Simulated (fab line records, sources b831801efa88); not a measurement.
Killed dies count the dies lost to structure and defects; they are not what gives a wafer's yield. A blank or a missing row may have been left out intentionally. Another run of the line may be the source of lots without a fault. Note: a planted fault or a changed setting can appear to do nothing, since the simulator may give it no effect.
A single fault, viewed from 2 desks ; flow sky130 ; only its own numbers are on each desk; what lay behind them is given at the end

## THE TOOL OWNER'S DESK: implanter-01
For each lot that ran on this tool, the mean over its sampled wafers that have a number, from the tool's own readings at SKY_LDD_N_IMPLANT_10. If a lot's mean is further than 4 standard deviations from the usual mean, the lot is out of limits and carries the mark OUT (the distance appears in the brackets).
Columns: A = dose-ions-cm2 at SKY_LDD_N_IMPLANT_10, usual 7.499e+13; B = faraday-current-uA at SKY_LDD_N_IMPLANT_10, usual 424
lot;first seen here;A;B
L984;day 18 19:26;7.504e+13;419
L991;day 20 21:46;7.496e+13;434
L997;day 22 19:35;5.465e+13 (-99 or more) OUT;312 (-13) OUT
L998;day 23 05:56;5.460e+13 (-99 or more) OUT;304 (-14) OUT
L101;day 24 04:25;5.458e+13 (-99 or more) OUT;302 (-14) OUT
L104;day 26 07:36;7.508e+13;418
This desk finds L101, L997, L998 out of limits, L997 being first, at day 22 19:35 (dose-ions-cm2 at SKY_LDD_N_IMPLANT_10). Within limits: L984, L991, L104.

## METROLOGY DESK
Lot by lot, what the gauges showed, no matter which tool ran the lot: averages of those sampled wafers that carry a number. If a lot's mean is further than 4 standard deviations from the usual mean, the lot is out of limits and carries the mark OUT (the distance appears in the brackets).
Columns: A = POLY_CUT_OVL at SKY_POLY_CUT_OVL_MEAS_09, usual 4 nm
lot;first seen here;A
L984;day 25 12:44;-3
L990;day 26 19:41;3
L991;day 27 07:44;5
L997;day 29 00:08;-1
L998;day 29 10:41;7
L101;day 30 07:08;-4
L102;day 30 22:44;0
L103;day 31 11:56;5
L104;day 32 07:38;8
L106;day 33 00:08;2
L105;day 33 02:32;3
Finding of this desk: none of the 11 lots has anything out of limits.

## ALL TOGETHER
On L101, L997, L998, at day 22 19:35, an alarm was possible from the tool owner's desk.
The metrology desk saw nothing out of limits.
The metrology desk holds a record of L101, L997, L998, inside its limits.
On implanter-01, each named lot ran SKY_LDD_N_IMPLANT_10.

## WHAT THE SIMULATOR HAD PUT IN
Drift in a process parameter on implanter-01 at SKY_LDD_N_IMPLANT_10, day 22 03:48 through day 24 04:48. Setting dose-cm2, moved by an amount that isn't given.
Shown lots that were struck: L101, L997, L998.
Each desk's first reading out of limits, in hours after the fault started: the tool owner's desk, 16.
